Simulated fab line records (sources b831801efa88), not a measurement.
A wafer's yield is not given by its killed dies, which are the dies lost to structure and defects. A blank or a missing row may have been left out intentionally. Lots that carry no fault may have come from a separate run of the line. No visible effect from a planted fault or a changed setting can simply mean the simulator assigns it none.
A struck lot beside a sound one / flow sfq line / 42 out of 325 route steps
Sound: wafers L808.2, L808.3, L808.6. Struck: wafer L814.1 (left out: L814.5, a lot-mate that was not struck); the cause follows at the end.
Each step with rows lists, per side, the tool, then ch with its chambers, then its first start. Under that, the readings that differ: sound wafers / struck wafers / difference of the means / sigmas: that difference in standard deviations of wafers without a fault.
alike: same words and numbers on both sides, and readings whose means sit less than 2 such deviations apart. not compared: any withheld reading, any reading some wafer has no value for, any bound like >300 that may hide the same value, and any number with overlapping values for which the record gives no deviation.
A row with sigmas, a row that says differs or no value, or rows on one side alone: a step with any of these is where the two part. When numbers do not overlap yet have no deviation, they are printed without sigmas and do not part them. A reading that every wafer of one side lacks parts them only if that side has two wafers or more.

first, 6 steps without rows for these wafers: SFQ_TRILAYER_I0_VIA_LITHO_COAT_036 (resist thk 62 nm); SFQ_TRILAYER_I0_VIA_LITHO_COAT_031 (resist thk 650 nm); SFQ_TRILAYER_I0_VIA_LITHO_SOFTBAKE_035; SFQ_TRILAYER_I0_VIA_LITHO_EXPOSE_032 (exposes mask I0, target cd 500 nm); SFQ_TRILAYER_I0_VIA_LITHO_PEB_034 (peb time 60 s); SFQ_TRILAYER_I0_VIA_LITHO_DEVELOP_033 (time 60 s).
SFQ_I0_OVL_MEAS_908:
  struck on overlay-02, day 25 14:43; sound on overlay-02, day 23 23:42
  alike: I0_OVL
SFQ_TRILAYER_I0_VIA_BARC_OPEN_VIA_ETCH_046: etches BARC in O2, target depth 125 nm, time 41.7 s.
  sound on rie diel-03 ch 0,2, day 23 23:44; struck on rie diel-04 ch 2, day 25 14:45
reading=oes product au (a.u.); sound=0.686 0.692 0.692; struck=0.680; difference=-0.010; sigmas=-2
  alike: drypump motor current A
  not compared: rf hours counter h
SFQ_TRILAYER_I0_VIA_ETCH_VIA_ETCH_034: etches SiO2 in CHF3, stops on Nb, target depth 260 nm.
  sound on rie diel-03 ch 0,2, day 23 23:46; struck on rie diel-04 ch 2, day 25 14:47
  alike: drypump motor current A, oes product au
then, 3 steps without rows for these wafers: SFQ_TRILAYER_I0_VIA_STRIP_STRIP_035 (strips in O2); SFQ_TRILAYER_I0_VIA_STRIP_SOLV_CLEAN_036 (cleans in NMP, time 600 s); SFQ_TRILAYER_M1_DEP_PRE_CLEAN_038 (time 22.5 s).
SFQ_TRILAYER_M1_DEP_SPUTTER_037: material Nb, target thk 200 nm, time 133.3 s.
  struck on pvd sputter-03, day 25 15:42; sound on pvd sputter-03, day 24 01:42
reading=model.Nb_of_TRILAYER_M1_DEP_SPUTTER_037.thk nm (nm); sound=200.3 197.8 197.8; struck=117.7; difference=-80.9; sigmas=
  alike: base pressure pa, throttle valve pct
SFQ_M1_RS_MEAS_909: measures by four-point-probe.
  struck on film metro-04, day 25 15:47; sound on film metro-02, day 24 01:49
reading=M1_NB_RS (ohm/sq); sound=0.887 0.898 0.897; struck=1.525; difference=+0.631; sigmas=+63
then, 6 steps without rows for these wafers: SFQ_TRILAYER_M1_LITHO_COAT_044 (resist thk 62 nm); SFQ_TRILAYER_M1_LITHO_COAT_039 (resist thk 600 nm); SFQ_TRILAYER_M1_LITHO_SOFTBAKE_043; SFQ_TRILAYER_M1_LITHO_EXPOSE_040 (exposes mask M1, target cd 500 nm); SFQ_TRILAYER_M1_LITHO_PEB_042 (peb time 60 s); SFQ_TRILAYER_M1_LITHO_DEVELOP_041 (time 60 s).
-- the record jumps here: 7 days lie between the struck wafers' starts before and after --
SFQ_M1_OVL_MEAS_911:
  struck on overlay-01, day 32 09:37; sound on overlay-01, day 30 16:35
  alike: M1_OVL
SFQ_TRILAYER_M1_BARC_OPEN_METAL_ETCH_054: etches BARC in O2, target depth 125 nm, time 41.7 s.
  sound on rie metal-01 ch 0, day 30 16:37; struck on rie metal-01 ch 1, day 32 09:40
  alike: drypump motor current A, oes product au
  not compared: rf hours counter h
SFQ_TRILAYER_M1_ETCH_METAL_ETCH_042: etches Nb in Cl2/Ar, stops on SiO2, target depth 240 nm, time 120 s.
  sound on rie metal-01 ch 0, day 30 16:41; struck on rie metal-01 ch 1, day 32 09:43
reading=oes product au (a.u.); sound=0.894 0.887 0.886; struck=0.685; difference=-0.204; sigmas=-28
  alike: drypump motor current A
  not compared: rf hours counter h
then, 3 steps without rows for these wafers: SFQ_TRILAYER_M1_STRIP_STRIP_043 (strips in O2); SFQ_TRILAYER_M1_STRIP_SOLV_CLEAN_044 (cleans in NMP, time 600 s); SFQ_TRILAYER_I1_DEP_PECVD_045 (deposits SiO2 from SiH4/N2O, time 111.11 s, target thk 500 nm).
SFQ_TRILAYER_I1_CMP_CMP_046: polishes SiO2.
  sound on cmp-02 ch 0,1,3, day 30 18:10; struck on cmp-01 ch 1, day 32 12:18
  alike: motor current A, time to endpoint s
SFQ_I1_BOW_MEAS_912:
  struck on film metro-01, day 32 14:18; sound on film metro-02, day 30 20:41
  alike: I1_BOW
then, 7 steps without rows for these wafers: SFQ_TRILAYER_I1_METRO_MEASURE_047; SFQ_TRILAYER_I1_VIA_LITHO_COAT_054 (resist thk 62 nm); SFQ_TRILAYER_I1_VIA_LITHO_COAT_049 (resist thk 650 nm); SFQ_TRILAYER_I1_VIA_LITHO_SOFTBAKE_053; SFQ_TRILAYER_I1_VIA_LITHO_EXPOSE_050 (exposes mask I1, target cd 500 nm); SFQ_TRILAYER_I1_VIA_LITHO_PEB_052 (peb time 60 s); SFQ_TRILAYER_I1_VIA_LITHO_DEVELOP_051 (time 60 s).
SFQ_I1_OVL_MEAS_913:
  struck on overlay-01, day 33 10:03; sound on overlay-02, day 31 00:14
  alike: I1_OVL
then, 1 step without rows for these wafers: SFQ_TRILAYER_I1_VIA_BARC_OPEN_VIA_ETCH_071 (etches BARC in O2, target depth 125 nm, time 41.7 s).
SFQ_TRILAYER_I1_VIA_ETCH_VIA_ETCH_052: etches SiO2 in CHF3, stops on Nb, target depth 260 nm.
  sound on rie diel-03 ch 1,2, day 31 00:18; struck on rie diel-04 ch 3, day 33 10:07
  alike: drypump motor current A, oes product au
then, 3 steps without rows for these wafers: SFQ_TRILAYER_I1_VIA_STRIP_STRIP_053 (strips in O2); SFQ_TRILAYER_I1_VIA_STRIP_SOLV_CLEAN_054 (cleans in NMP, time 600 s); SFQ_TRILAYER_M2_DEP_PRE_CLEAN_056 (time 22.5 s).
-- the record jumps here: 58 days lie between the struck wafers' starts before and after --
SFQ_M8_BOW_MEAS_951:
  struck on film metro-01, day 91 20:05; sound on film metro-02, day 90 15:26
reading=model.etest.m1.ohm um; sound=1.774 1.798 1.8; struck=3.021; difference=+1.230; sigmas=
reading=model.etest.i0.link ohm; sound=1.961 1.994 1.977; struck=2.718; difference=+0.741; sigmas=
reading=model.etest.i1.link ohm; sound=1.966 1.97 1.968; struck=2.577; difference=+0.609; sigmas=
reading=model.etest.m1.ohm sq; sound=0.8884 0.8998 0.8999; struck=1.511; difference=+0.615; sigmas=
  alike: M8_BOW

== WHERE THEY PART ==
At SFQ_TRILAYER_I0_VIA_BARC_OPEN_VIA_ETCH_046 first; at SFQ_TRILAYER_M1_ETCH_METAL_ETCH_042 last (within this record only). Later steps at which nothing parts them and some readings are alike: SFQ_TRILAYER_I1_CMP_CMP_046, SFQ_I1_BOW_MEAS_912, SFQ_I1_OVL_MEAS_913, SFQ_TRILAYER_I1_VIA_ETCH_VIA_ETCH_052, SFQ_M8_BOW_MEAS_951.

WHY: whatever the simulator had introduced
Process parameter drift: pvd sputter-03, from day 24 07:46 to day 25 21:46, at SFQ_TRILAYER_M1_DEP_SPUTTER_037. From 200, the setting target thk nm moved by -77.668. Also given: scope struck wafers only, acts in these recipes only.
